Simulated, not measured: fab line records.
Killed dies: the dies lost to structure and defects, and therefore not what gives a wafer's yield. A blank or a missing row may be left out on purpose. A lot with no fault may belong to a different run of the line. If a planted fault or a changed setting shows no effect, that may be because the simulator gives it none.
Which tool did it? + flow sky130 + 6 lots with 18 wafers sampled at 3 steps, on a route of 708 steps

WHAT THE GAUGES SHOWED, per wafer
SKY_METAL4_OVL_MEAS_14.
| lot  | measured     | on         | METAL4_OVL (nm) |
|------|--------------|------------|-----------------|
| L746 | day 42 18:11 | overlay-02 | 3 -1 3          |
| L748 | day 43 06:31 | overlay-02 | 9 4 6           |
| L752 | day 44 08:01 | overlay-02 | 5 6 10          |
| L756 | day 45 08:05 | overlay-02 | 7 9 11          |
| L761 | day 46 21:52 | overlay-02 | -3 -4 -2        |
| L767 | day 47 14:41 | overlay-02 | 4 3 6           |

WHAT TOOL EACH LOT RAN ON (gives the tool, then ch and the chambers of the sampled wafers, and finally the start)
| lot  | SKY_METAL4_SPUTTER_03        | SKY_CAP2M_STRIP_14                   |
|------|------------------------------|--------------------------------------|
| L746 | pvd-sputter-02, day 40 18:08 | plasma-asher-01 ch 0,1, day 41 17:56 |
| L748 | pvd-sputter-04, day 41 06:46 | plasma-asher-04 ch 0,1, day 42 07:25 |
| L752 | pvd-sputter-02, day 42 08:46 | plasma-asher-01 ch 0,1, day 43 08:10 |
| L756 | pvd-sputter-04, day 43 09:59 | plasma-asher-01 ch 0, day 44 09:25   |
| L761 | pvd-sputter-01, day 45 01:29 | plasma-asher-01 ch 0,1, day 45 23:31 |
| L767 | pvd-sputter-04, day 45 20:10 | plasma-asher-02 ch 0, day 46 17:53   |
- SKY_METAL4_SPUTTER_03: material Ti, target thk 5 nm, time 3.3 s.
- SKY_CAP2M_STRIP_14: strips in O2/N2.

THE ANSWER, worked out from the rows above alone
Rule: usual is defined by the lots themselves. Put in order of their means at a reading, lots are off if they are a third of the lots or fewer, leave a main group of 4 or more, and stand apart from it by a gap of 3 or more times the standard deviation of the main group's means; of several such gaps the widest counts. A main group whose means are all the same, to the digits that the tables above print for the reading, isn't used. Also off: a lot with no number at a reading for which 4 or more lots have one. All remaining lots with rows at the step are treated as sound.
None of the lots is off at any reading shown; this tells nothing.

WHAT THE SIMULATOR PUT IN
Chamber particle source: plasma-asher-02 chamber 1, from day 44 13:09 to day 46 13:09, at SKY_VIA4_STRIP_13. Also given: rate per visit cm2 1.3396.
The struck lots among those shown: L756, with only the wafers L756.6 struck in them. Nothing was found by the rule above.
